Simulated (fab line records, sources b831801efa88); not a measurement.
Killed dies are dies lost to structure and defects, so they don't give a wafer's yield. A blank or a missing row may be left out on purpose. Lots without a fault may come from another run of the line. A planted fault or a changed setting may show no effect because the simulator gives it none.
fab line records | flow sky130
record lots=6 wafers=18 last_day=50
route steps=708 shown METAL1@457 VIA1@458
lots that met no fault: from a run of the same line without faults
start_h: hours from the record's first day to the start of the lot's first wafer shown | wait_h: hours since the lot's step before | " the same as in the row above | L1.1+2: a row that stands for several wafers | - no value, or no start given | * or withheld: withheld | < > ~ a bound
route shown NAME@n: a module of which the file shows steps, and the number in the route of the first | usual: mean/standard deviation of fault-free wafers | same: alike in all rows | chamber/n: place in a boat | sites: the reading at each site | _std_site: their standard deviation | _edge_site: outer sites' mean less inner sites' | radius_mm: how far each site lies from the wafer's centre | mask NAME#n: copy n | behind: the tool/chamber that last shaped the wafer | hold: why the lot was held/for how many hours/how that ended | device: the transistor (n, p or np) that didn't switch | end of line: the same wafers' tests at the end of the route | a step without rows: its recipe alone | killed: dies lost to structure and defects at the first sort, not the wafer's yield | map: a wafer's dies, x killed, . not, _ none there
set.NAME: the setting as run; set.NAME@STEP: as run at that earlier step | model.NAME: the simulator's own value behind a step, which no gauge read
lots at some steps of the route; a table a step, a row a wafer
services: from which hour (start_h, from the record's first day; less than 0 if before it) a tool's chamber was out of use, for how many hours, and why
## steps
# step SKY_METAL1_CLEAN_23
# recipe chemistry=O3/DIW dry=n2_spin
# step SKY_VIA1_HDPCVD_00
# recipe material=SiO2 target_thk_nm=1030 sigma_open_frac=0.3 time_s=171.7 temp_c=400 sih4_flow_sccm=60 pressure_mtorr=6
# step SKY_VIA1_THK_MEAS_01
# recipe reads=SiO2_of_VIA1_HDPCVD_00
# usual VIA1_HDPCVD_THK=1031/10
# columns lot.wafer tool chamber start_h wait_h VIA1_HDPCVD_THK[nm]
L749.1 film_metro-03 - 823.19 0.1 1021
L749.2 " - " " 1038
L749.4 " - " " 1007
L751.1 film_metro-03 - 825.96 0.1 1023
L751.2 " - " " 1037
L751.4 " - " " 1023
L754.1 film_metro-03 - 847.63 0.1 1038
L754.5 " - " " 1024
L754.6 " - " " 1034
L753.3 film_metro-03 - 849.15 0.1 1033
L753.4 " - " " 1043
L753.5 " - " " 1034
L764.1 film_metro-04 - 922.78 0.1 1038
L764.5 " - " " 1046
L764.6 " - " " 1043
L765.1 film_metro-03 - 927.08 0.1 1047
L765.2 " - " " 1045
L765.6 " - " " 1028
# step SKY_VIA1_CMP_02
# recipe material=SiO2 down_force_psi=4 platen_rpm=60 pad_velocity_m_s=0.94248
# usual edge_zone_pressure_frac=0.999/0.0047 motor_current_A=12.6/1
# columns lot.wafer tool chamber start_h wait_h edge_zone_pressure_frac motor_current_A
L749.4 cmp-01 2 823.25 0.0 0.992 12.8
L749.1 " 0 " " 1.003 14.2
L749.2 " 1 " " 1.002 12.3
L751.1 cmp-02 1 826.02 0.1 0.999 11.5
L751.2 " 2 " " 0.992 11.7
L751.4 " 0 " " 1.006 14.1
L754.1 cmp-01 2 847.74 0.1 1.000 12.9
L754.6 " 1 " " 1.001 13.3
L754.5 " 2 " " 1.008 12.5
L753.4 cmp-01 2 849.19 0.0 1.012 13.0
L753.3 " 1 " " 1.001 12.6
L753.5 " 3 " " 1.006 11.6
L764.1 cmp-02 1 922.99 0.2 1.000 11.5
L764.6 " 2 " " 0.998 11.2
L764.5 " 3 " " 0.999 12.5
L765.2 cmp-02 2 927.14 0.0 1.001 11.2
L765.1 " 0 " " 0.991 13.1
L765.6 " 2 " " 0.992 11.6
# step SKY_VIA1_BOW_MEAS_03
# recipe mode=bow
# usual VIA1_BOW=80/7.2
# columns lot.wafer tool chamber start_h wait_h VIA1_BOW[um]
L749.1 film_metro-04 - 823.55 0.1 80
L749.2 " - " " 85
L749.4 " - " " 80
L751.1 film_metro-03 - 826.32 0.2 85
L751.2 " - " " 76
L751.4 " - " " 73
L754.1 film_metro-03 - 847.99 0.2 87
L754.5 " - " " 90
L754.6 " - " " 79
L753.3 film_metro-02 - 849.53 0.1 74
L753.4 " - " " 79
L753.5 " - " " 74
L764.1 film_metro-03 - 923.14 0.1 76
L764.5 " - " " 87
L764.6 " - " " 90
L765.1 film_metro-04 - 927.44 0.1 81
L765.2 " - " " 85
L765.6 " - " " 87
# step SKY_VIA1_DEHYDRATE_04
# recipe temp_c=200 time_s=60
# step SKY_VIA1_HMDS_05
# recipe prime_time_s=60 prime_temp_c=120
# step SKY_VIA1_COAT_06
# recipe resist=BARC temp_c=withheld time_s=withheld spin_rpm=3000 resist_thk_nm=60
# step SKY_VIA1_COAT_07
# recipe resist=KrF-thick spin_rpm=3000 resist_thk_nm=450
# step SKY_VIA1_SOFTBAKE_08
# recipe temp_c=100 time_s=90 resist=KrF-thick
# step SKY_VIA1_EXPOSE_09
# recipe mask_id=VIM na=0.8 source_shape=annular sigma_inner=0.55 sigma_outer=0.85 target_cd_nm=150 dose_mj=38
# step SKY_VIA1_PEB_10
# recipe peb_temp_c=withheld peb_time_s=withheld resist=KrF-thick
# step SKY_VIA1_DEVELOP_11
# recipe develop_time_s=60 resist=KrF-thick dev_temp_c=21
# usual chill_plate_temp_C=23.01/0.11 develop_time_s=60/0 resist_line_temp_C=23.02/0.11
# columns lot.wafer tool chamber start_h wait_h chill_plate_temp_C develop_time_s resist_line_temp_C model.KrF-thick_of_VIA1_COAT_07.thk_nm
L749.1 litho_track-01 0 849 - 23.04 60 22.80 437.5
L749.2 " 0 " " 23.02 60 23.05 437.5
L749.4 " 0 " " 22.96 60 23.02 438.3
L751.1 litho_track-02 0 852 - 23.07 60 23.00 436.6
L751.2 " 0 " " 23.18 60 22.95 437.2
L751.4 " 0 " " 22.98 60 22.91 436.1
L754.1 litho_track-02 - 874 - - - - 451.9
L754.5 " - " " - - - 451.5
L754.6 " - " " - - - 451.9
L753.3 litho_track-04 - 875 - - - - 449.4
L753.4 " - " " - - - 449.8
L753.5 " - " " - - - 451.5
L764.1 litho_track-02 0 948 - 23.05 60 23.07 436.7
L764.5 " 0 " " 23.06 60 23.04 436.6
L764.6 " 0 " " 23.19 60 23.17 435.2
L765.1 litho_track-02 0 952 - 23.19 60 22.84 436.9
L765.2 " 0 " " 23.26 60 23.05 436.3
L765.6 " 0 " " 22.99 60 23.10 436
# step SKY_VIA1_CD_MEAS_12
# recipe target_cd_nm=150
# usual cd_nm=149.8/1.4
# columns lot.wafer tool chamber start_h wait_h cd_nm
L749.1 cd_sem-02 - 849.43 - 150.8
L749.2 " - " " 151.7
L749.4 " - " " 149.6
L751.1 cd_sem-02 - 852.33 - 148.8
L751.2 " - " " 149.4
L751.4 " - " " 149.3
L754.1 cd_sem-01 - 874.53 - -
L754.5 " - " " -
L754.6 " - " " -
L753.3 cd_sem-02 - 876.06 - -
L753.4 " - " " -
L753.5 " - " " -
L764.1 cd_sem-01 - 948.23 - 151.8
L764.5 " - " " 151.5
L764.6 " - " " 152.3
L765.1 cd_sem-01 - 952.18 - 147.9
L765.2 " - " " 147.8
L765.6 " - " " 148.6
## services
# columns tool chamber start_h hours kind
cmp-02 - 811.29 5.5 pm
cmp-01 - 879.76 11.5 repair
cmp-01 - 904.95 2.4 repair
cmp-01 - 912.00 4.0 pm
cmp-01 - 916.00 - consumable_replace:conditioner
cmp-01 - 916.00 - consumable_replace:pad
cmp-01 - 932.72 3.7 repair
cmp-02 - 941.84 3.0 repair
cmp-02 - 950.30 9.6 repair
## key
first_sign step=SKY_VIA1_DEVELOP_11 reading=tool_record direction=missing
effect none on later readings
model_effect step=SKY_VIA1_DEVELOP_11 value=KrF-thick_of_VIA1_COAT_07.thk_nm without=436.9 struck=451
met_at SKY_VIA1_DEVELOP_11
struck_wafers L753.3,L753.4,L753.5,L754.1,L754.5,L754.6
later_rows_left_out L753.3,L753.4,L753.5,L754.1,L754.5,L754.6
sort_left_out L753.3,L753.4,L753.5,L754.1,L754.5,L754.6
onset_between 852 874
fault kind=skipped_step_whole tool=litho_track-02,litho_track-04 chamber=- onset_h=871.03 steps=SKY_VIA1_DEVELOP_11 scope=struck_lots_only
# sort_left_out: the simulated sort isn't trusted on such a fault, so these wafers' sort isn't shown, and their yield isn't known
# later_rows_left_out: the simulator's readings of these wafers behind a module that went badly wrong aren't trusted and aren't shown, but for the sort
